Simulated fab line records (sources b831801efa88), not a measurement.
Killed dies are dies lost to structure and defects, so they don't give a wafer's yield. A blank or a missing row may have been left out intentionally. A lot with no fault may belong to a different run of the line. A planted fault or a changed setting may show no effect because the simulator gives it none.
Chamber matching    flow sky130    SKY_POLY_CUT_ETCH_11 on rie-diel-03: 4 sister chambers
The step etches Si3N4 in CF4/CH2F2/Ar, stops on poly-Si, time 42.5 s, target depth 60 nm. 7 wafers are shown with their chamber, then 7 later ones without.

== EACH WAFER AND ITS CHAMBER ==
wafer   chamber  drypump-motor-current-A (A)  throttle-valve-pct (%)
L327.6  3        5.8                          14.976
L328.5  2        4.7                          14.998
L338.1  1        5.6                          15.016
L338.2  0        5.9                          15.019
L338.6  1        5.6                          14.992
L340.1  2        4.6                          14.989
L340.3  0        5.9                          14.997

== WAFERS WITHOUT THEIR CHAMBER ==
wafer   drypump-motor-current-A (A)  throttle-valve-pct (%)
L340.4  5.9                          15.002
L341.1  5.6                          14.994
L341.2  5.9                          14.989
L341.3  5.8                          14.996
L344.1  5.6                          15.001
L344.3  4.7                          15.014
L344.6  4.6                          14.995

== WHICH CHAMBER EACH WENT THROUGH ==
wafer   from the rows above      in truth
L340.4  0                        0
L341.1  1                        1
L341.2  can't be placed: 0 or 3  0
L341.3  can't be placed: 3 or 0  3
L344.1  1                        1
L344.3  2                        2
L344.6  2                        2
Placed correctly: 5 of 7. Unplaceable from these rows: 2, with the true chamber sitting among the candidates in 2. 0 placed wrongly.
How it was worked out, from the rows above alone: a wafer's distance from a chamber is the root of the sum, over the readings, of the square of ((its reading less the chamber's mean) divided by the reading's scatter). The wafer belongs to the nearest chamber; if the next one is less than 2 further off, it can't be placed. The mean given for a chamber averages the wafers shown for that chamber. The scatter: the root of (the sum of the squares of (reading less its chamber's mean) over the shown wafers, divided by (wafers less chambers)).
